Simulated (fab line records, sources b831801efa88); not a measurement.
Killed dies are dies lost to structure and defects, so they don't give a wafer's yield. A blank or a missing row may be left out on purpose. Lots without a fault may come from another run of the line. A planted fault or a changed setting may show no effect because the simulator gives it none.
Which tool did it? | flow sky130 | 6 lots, 18 wafers sampled, at 1 step of a route of 708

WHAT THE GAUGES READ, wafer by wafer
SKY_LI_CONTACT_RS_MEAS_22: measures by four-point-probe.
lot  | measured     | on            | LI_CONTACT_W_RS (ohm/sq)
L861 | day 30 16:16 | film_metro-02 | 0.2860 0.2861 0.2871
L863 | day 31 03:03 | film_metro-04 | 0.2839 0.2851 0.2855
L865 | day 32 01:41 | film_metro-01 | 0.2846 0.2881 0.2873
L869 | day 32 23:58 | film_metro-01 | 0.2796 0.2862 0.2840
L877 | day 35 19:28 | film_metro-01 | 0.2831 0.2855 0.2858
L880 | day 37 14:35 | film_metro-01 | 0.2860 0.2854 0.2838

WHICH TOOL RAN EACH LOT (tool, then ch and the chambers of the sampled wafers, then the start)
The record holds no process step before these readings.

THE ANSWER, worked out from the rows above alone
Rule: what is usual is taken from the lots themselves. Put in order of their means at a reading, lots are off if they are a third of the lots or fewer, leave a main group of 4 or more, and stand apart from it by a gap of 3 or more times the standard deviation of the main group's means; of several such gaps the widest counts. A main group whose means are all the same, to the digits that the tables above print for the reading, isn't used. A lot without any number at a reading at which 4 lots or more have one is off too. The other lots that the step has rows for count as sound.
No lot is off at any reading shown: from this, nothing can be told.

WHAT THE SIMULATOR HAD PUT IN
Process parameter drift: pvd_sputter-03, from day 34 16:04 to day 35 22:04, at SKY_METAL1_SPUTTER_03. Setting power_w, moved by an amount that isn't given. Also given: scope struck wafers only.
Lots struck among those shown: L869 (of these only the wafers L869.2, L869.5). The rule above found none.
